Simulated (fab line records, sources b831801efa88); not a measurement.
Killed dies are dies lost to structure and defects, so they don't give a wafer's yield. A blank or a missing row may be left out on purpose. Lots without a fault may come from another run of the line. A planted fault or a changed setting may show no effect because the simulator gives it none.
A struck lot beside a sound one | flow sky130 | 15 steps out of a route of 708
Sound: wafers L468.3, L468.4, L468.6. Struck: wafers L476.3, L476.4, L476.5. The cause comes at the end.
At each step with rows: each side's tool, then ch and its chambers, then its first start. Under that, the readings that differ: sound wafers | struck wafers | difference of the means | sigmas: that difference in standard deviations of wafers without a fault.
alike: readings whose means differ by less than 2 such deviations, and words and numbers that are the same on both sides. not compared: withheld readings, readings that some wafer has no value for, bounds like >300 that may hide the same value, and numbers for which the record gives no deviation and whose values overlap.
The two part at a step that has a row with sigmas, a row that says differs or no value, or rows on one side only. Numbers that don't overlap but have no deviation are shown without sigmas and don't part them. A reading that every wafer of one side lacks parts them only if that side has two wafers or more.

first, 4 steps without rows for these wafers: SKY_FIELD_ISO_SOFTBAKE_09 (time 90 s); SKY_FIELD_ISO_EXPOSE_10 (exposes mask FOM, target cd 150 nm); SKY_FIELD_ISO_PEB_11; SKY_FIELD_ISO_DEVELOP_12 (develop time 60 s).
SKY_FIELD_ISO_CD_MEAS_13: target cd 150 nm.
  sound on cd_sem-01, day 2 14:31; struck on cd_sem-02, day 4 09:21
  alike: cd_nm
SKY_FIELD_ISO_ETCH_14: etches BARC in N2/H2, stops on SiO2, time 45.9 s, target depth 60 nm.
  sound on rie_diel-02 ch 0,2,3, day 2 14:36; struck on rie_diel-02 ch 0,1,2, day 4 09:26
  alike: bias_w, chamber_pressure_mTorr, drypump_motor_current_A, oes_product_au, rf_fwd_power_W, throttle_valve_pct
  not compared: rf_hours_counter_h
SKY_FIELD_ISO_ETCH_15: etches the open film in CHF3/O2, stops on Si, target depth 180 nm, time 72 s.
  sound on rie_diel-02 ch 0,2,3, day 2 14:38; struck on rie_diel-02 ch 0,1,2, day 4 09:28
  alike: O2_flow_sccm, bias_w, chamber_pressure_mTorr, drypump_motor_current_A, oes_product_au, rf_fwd_power_W, throttle_valve_pct
  not compared: rf_hours_counter_h
SKY_FIELD_ISO_STRIP_16: strips in O2/N2.
  sound on plasma_asher-02 ch 0,1, day 2 14:44; struck on plasma_asher-02 ch 0,1, day 4 09:34
  reading                      | sound          | struck         | difference | sigmas
  strip_time_to_endpoint_s (s) | 3.59 3.55 3.62 | 3.46 3.50 3.57 | -0.08      | -2
  alike: chamber_pressure_mTorr, drypump_motor_current_A, oes_product_au
  not compared: rf_hours_counter_h
SKY_FIELD_ISO_ETCH_17: etches Si in HBr/Cl2/O2, target depth 342 nm, time 97.7 s.
  sound on rie_si-01 ch 0,1,3, day 2 14:48; struck on rie_si-01 ch 0,3, day 4 09:38
  alike: HBr_flow_sccm, O2_flow_sccm, bias_w, chamber_pressure_mTorr, drypump_motor_current_A, oes_product_au, rf_fwd_power_W, throttle_valve_pct
  not compared: rf_hours_counter_h
then, 3 steps without rows for these wafers: SKY_FIELD_ISO_WET_ETCH_18 (etches Si3N4 in H3PO4, target depth 25 nm, time 286 s); SKY_FIELD_ISO_CLEAN_19 (cleans in SC1/SC2, time 150 s); SKY_FIELD_ISO_CLEAN_20 (cleans in dHF, time 20 s).
SKY_FIELD_ISO_WET_ETCH_21: etches SiO2 in dHF, target depth 20 nm, time 400 s.
  sound on wet_bench-02 ch 0, day 2 15:02; struck on wet_bench-02 ch 1, day 4 09:52
  no value came back on the struck wafers for bath_heat_duty_pct (%), run_length_s (s); on the sound wafers bath_heat_duty_pct (%) reads 6.0 6.0 6.4
then, 1 step without rows for these wafers: SKY_FIELD_ISO_OXIDATION_22 (stabilise 600 s, purge 300 s, target thk 10 nm).
-- the record jumps here: 44 days lie between the struck wafers' starts before and after (it left off in module FIELD_ISO and takes up again in module PAD_OPEN, whose first step shown is number 708 of the route) --
SKY_PAD_OPEN_PROBE_99:
  sound on prober-02, day 46 13:49; struck on prober-02, day 48 11:22
  alike: killed_at_M0_to_M3, killed_at_M4_up, killed_at_contacts, killed_at_front_end, killed_at_other, killed_dies, killed_open, killed_short

WHERE THEY PART
First at SKY_FIELD_ISO_STRIP_16; last, within this record, at SKY_FIELD_ISO_WET_ETCH_21. Later steps at which nothing parts them and some readings are alike: SKY_PAD_OPEN_PROBE_99.

WHY: what the simulator had put in
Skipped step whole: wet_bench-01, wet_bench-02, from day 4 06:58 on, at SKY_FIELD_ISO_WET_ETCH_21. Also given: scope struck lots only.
